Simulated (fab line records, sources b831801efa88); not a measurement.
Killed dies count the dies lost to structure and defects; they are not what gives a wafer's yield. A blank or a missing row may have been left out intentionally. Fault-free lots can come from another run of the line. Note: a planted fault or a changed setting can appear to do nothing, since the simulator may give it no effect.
Comparing a struck lot with a sound one    flow sky130    17 out of 708 route steps
Sound: these wafers, L653.4, L653.5, L653.6. Struck: wafers L669.3, L669.4, L669.6. At the end, the cause is stated.
Each step with rows lists, per side, the tool, then ch with its chambers, then its first start. Under that, the readings that differ: sound wafers    struck wafers    difference of the means    sigmas: that difference in standard deviations of wafers without a fault.
alike: a reading whose means differ by less than 2 such deviations, as well as words and numbers matching on both sides. not compared: withheld readings; readings where some wafer has no value; bounds like >300 that might hide an equal value; numbers whose values overlap and for which the record gives no deviation.
Wherever a step has rows on one side only, a row that says differs or no value, or a row with sigmas, the two part there. When numbers do not overlap yet have no deviation, they are printed without sigmas and do not part them. A reading missing from all wafers of one side parts the sides only when that side holds two or more wafers.

first, 2 steps without rows for these wafers: SKY_LOCAL_INTERCONNECT_PEB_09; SKY_LOCAL_INTERCONNECT_DEVELOP_10 (develop time 60 s).
SKY_LOCAL_INTERCONNECT_CD_MEAS_11: the cd target is 170 nm.
  struck on cd-sem-01, day 35 20:25; sound on cd-sem-02, day 30 19:53
  alike: cd-nm
SKY_LOCAL_INTERCONNECT_OVL_MEAS_12:
  struck on overlay-02, day 35 20:31; sound on overlay-02, day 30 19:58
  alike: LOCAL_INTERCONNECT_OVL
SKY_LOCAL_INTERCONNECT_ETCH_13: etches BARC in N2/H2, stops on SiO2, time 45.9 s, target depth 60 nm.
  sound on rie-metal-04 ch 1, day 30 20:03; struck on rie-metal-02 ch 0,1, day 35 20:34
reading                 sound                 struck                difference  sigmas
throttle-valve-pct (%)  13.244 13.225 13.236  13.216 13.209 13.224  -0.019      -2
  alike: drypump-motor-current-A, h2-flow-sccm, oes-product-au
  not compared: rf-hours-counter-h
SKY_LOCAL_INTERCONNECT_METAL_ETCH_14: etches TiN in Cl2/BCl3, stops on PSG, target depth 110 nm, time 31.4 s.
  sound on rie-metal-04 ch 1, day 30 20:10; struck on rie-metal-02 ch 0,1, day 35 20:37
  alike: bcl3-flow-sccm, drypump-motor-current-A, oes-product-au, throttle-valve-pct
  not compared: rf-hours-counter-h
SKY_LOCAL_INTERCONNECT_STRIP_15: strips in O2/N2.
  sound on plasma-asher-01 ch 0,1, day 30 20:15; struck on plasma-asher-01 ch 0,1, day 35 20:41
  alike: drypump-motor-current-A, oes-product-au, strip-time-to-endpoint-s
  not compared: rf-hours-counter-h
then, 3 steps without rows for these wafers: SKY_LOCAL_INTERCONNECT_STRIP_16 (strips in post etch residue remover, time 1200 s); SKY_LOCAL_INTERCONNECT_CLEAN_17 (cleans in IPA, time 180 s); SKY_LOCAL_INTERCONNECT_CLEAN_18 (cleans in O3/DIW).
SKY_CONTACT_CVD_00: deposits Si3N4, target thk 75 nm.
  sound on pecvd-02 ch 0,1,2, day 30 20:50; struck on pecvd-02 ch 1,2, day 35 21:20
  alike: heater-power-w
SKY_CONTACT_THK_MEAS_01:
  struck on film-metro-02, day 35 21:24; sound on film-metro-03, day 30 20:53
  alike: CONTACT_CVD_00_THK
SKY_CONTACT_HDPCVD_02: deposits SiO2, target thk 565 nm, time 94.2 s.
  sound on hdpcvd-01 ch 0,1,2, day 30 20:57; struck on hdpcvd-01 ch 0,1,2, day 35 21:26
reading                                      sound              struck             difference  sigmas
sih4-flow-sccm (sccm)                        59.98 59.92 60.06  72.15 72.09 71.89  +12.06      +71
model.SiO2_of_CONTACT_HDPCVD_02.thk-nm (nm)  567.2 554.5 570.7  680.5 678.8 679    +115.3      
SKY_CONTACT_THK_MEAS_03:
  struck on film-metro-04, day 35 21:32; sound on film-metro-04, day 30 21:01
reading                  sound        struck       difference  sigmas
CONTACT_HDPCVD_THK (nm)  567 555 570  681 679 679  +116        +26
SKY_CONTACT_CMP_04: polishes SiO2.
  sound on cmp-01 ch 0,3, day 30 21:06; struck on cmp-01 ch 0,1,2, day 35 21:40
reading                 sound     struck       difference  sigmas
time-to-endpoint-s (s)  87 81 88  123 127 124  +39         +11
  alike: edge-zone-pressure-frac, motor-current-A, retaining-ring-pressure-frac
SKY_CONTACT_BOW_MEAS_05:
  struck on film-metro-03, day 35 21:55; sound on film-metro-03, day 30 21:25
  alike: CONTACT_BOW
following that, these wafers have no rows for 1 step: SKY_PAD_OPEN_PROBE_99.

WHERE THEY PART
Earliest at SKY_LOCAL_INTERCONNECT_ETCH_13; latest, in this record, at SKY_CONTACT_CMP_04. Later steps at which nothing parts them and some readings are alike: SKY_CONTACT_BOW_MEAS_05.

WHY: what the simulator had put in
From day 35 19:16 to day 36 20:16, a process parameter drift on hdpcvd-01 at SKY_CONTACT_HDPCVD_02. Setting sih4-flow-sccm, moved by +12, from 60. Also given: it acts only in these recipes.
